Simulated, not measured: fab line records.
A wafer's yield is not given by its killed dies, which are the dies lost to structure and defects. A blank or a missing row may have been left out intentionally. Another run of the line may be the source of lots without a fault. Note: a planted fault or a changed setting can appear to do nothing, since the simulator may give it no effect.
Which tool did it? | flow sky130 | 6 lots, 18 wafers sampled, at 1 step of a route of 708

## WHAT THE GAUGES SHOWED, per wafer
SKY_GATE_OXIDE_THK_MEAS_02.
lot  | measured     | on            | GATE_OXIDE_OXIDATION_00_THK (nm)
L410 | day 14 14:04 | film_metro-04 | 10.36 10.57 10.44
L412 | day 15 15:59 | film_metro-01 | 10.18 10.13 10.13
L416 | day 16 14:34 | film_metro-01 | 10.45 10.17 10.38
L420 | day 17 20:08 | film_metro-01 | 10.00 9.94 9.94
L426 | day 19 14:49 | film_metro-01 | 10.00 9.97 10.00
L429 | day 20 05:28 | film_metro-01 | 9.91 9.88 9.83

## TOOL THAT RAN EACH LOT (tool first, then ch and the chambers of the sampled wafers, then the start)
The record holds no process step before these readings.

## THE ANSWER, worked out from the rows above alone
Rule: the lots themselves supply what counts as usual. Put in order of their means at a reading, lots are off if they are a third of the lots or fewer, leave a main group of 4 or more, and stand apart from it by a gap of 3 or more times the standard deviation of the main group's means; of several such gaps the widest counts. If all means in a main group match to the digits the tables above print for the reading, that group is not used. A lot without any number at a reading at which 4 lots or more have one is off too. The other lots that the step has rows for count as sound.
No lot is off on any of the readings shown, so nothing can be concluded from this.

## WHAT THE SIMULATOR PUT IN
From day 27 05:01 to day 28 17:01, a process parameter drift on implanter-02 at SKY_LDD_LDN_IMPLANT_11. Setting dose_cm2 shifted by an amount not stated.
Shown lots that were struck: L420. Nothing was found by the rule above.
